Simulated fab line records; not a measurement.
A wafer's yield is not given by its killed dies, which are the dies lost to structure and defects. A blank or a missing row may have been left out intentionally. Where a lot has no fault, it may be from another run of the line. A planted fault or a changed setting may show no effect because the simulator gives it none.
Problem report in the 8D (eight disciplines) form, filled by code ; flow gf180mcu ; the parts of the form that need people (team, actions taken, sign-off) are left out

## 1. THE PROBLEM
strip_time_to_endpoint_s at GF_MVPSD_STRIP_10 reads a mean of 33.79 s on 9 wafers of 3 lots; wafers without a fault read 36.92 s with a standard deviation of 0.073. Relative to the usual mean, that is a shift of -43 standard deviations.
The step: strips in O2/N2.
First seen on wafer L895.1, day 6 06:27, on plasma_asher-04. Wafers with a number at this step in the record: 45, from 15 lots. The rule behind "out" and "out of limits": a value lying over 4 standard deviations away from the usual mean. The other wafers with a number count as sound.

## 2. WHAT THIS IS AND IS NOT
question;is;is not
which readings at this step;strip_time_to_endpoint_s;drypump_motor_current_A, oes_product_au
which lots;L895, L896, L899;L890, L891, L892, L893, L894, L904, L907, L909, L910, L911, L912, L913
which wafers of those lots;all that have a number;-
read on which tools;plasma_asher-02, plasma_asher-03, plasma_asher-04;-
when;from day 6 06:27;"up to then (15 sound wafers); but 21 sound wafers of L904, L907, L909, L910, L911, L912, L913 came after"

## 3. WHAT RULES OUT EACH SUSPECT
Counting: a tool at a process step up to the reading stays a suspect if it ran every lot that is out and no sound lot after the first of them.
- litho_track-03 at GF_MVPSD_COAT_02 (resist thk 3000 nm): ruled out as a lasting fault. Sound lots L913 ran on it after its first lot that is out, L895 (day 5 22:46).
Left after counting: nothing in the record.

## 4. THE CAUSE (what the simulator had put in)
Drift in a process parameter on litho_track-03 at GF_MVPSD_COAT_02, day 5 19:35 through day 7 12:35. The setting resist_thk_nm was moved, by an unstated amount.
The count ruled it out by mistake, since the rule takes a fault to strike every lot its tool runs from the start of the fault on, and this one did not do so.

## 5. THE CHAIN OF EFFECTS, in route order
Rows list readings where the struck wafers' mean (over those with a number) sits beyond 3 standard deviations from the usual. Only readings for which the record gives a usual standard deviation are gone through. hours: the time from each lot's start at the first step in this table that gives one to its start at this step, as a median over the lots. sigmas: the change in usual standard deviations.
hours;step;reading;usual;on struck wafers;change;sigmas
0;GF_MVPSD_STRIP_10;strip_time_to_endpoint_s;36.92 s;33.79;-3.13;-43
Here are the process steps it includes:
- GF_MVPSD_STRIP_10: strips in O2/N2.

## 6. HOW IT WOULD HAVE BEEN CAUGHT EARLIER
11 hours passed between the start of the fault at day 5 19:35 and the first reading out of limits in this record, taken at day 6 06:27.
An alarm limit of 4 standard deviations would not have fired on the tool readings at GF_MVPSD_COAT_02 for which the record gives a usual standard deviation, since none of them was out on any struck wafer.
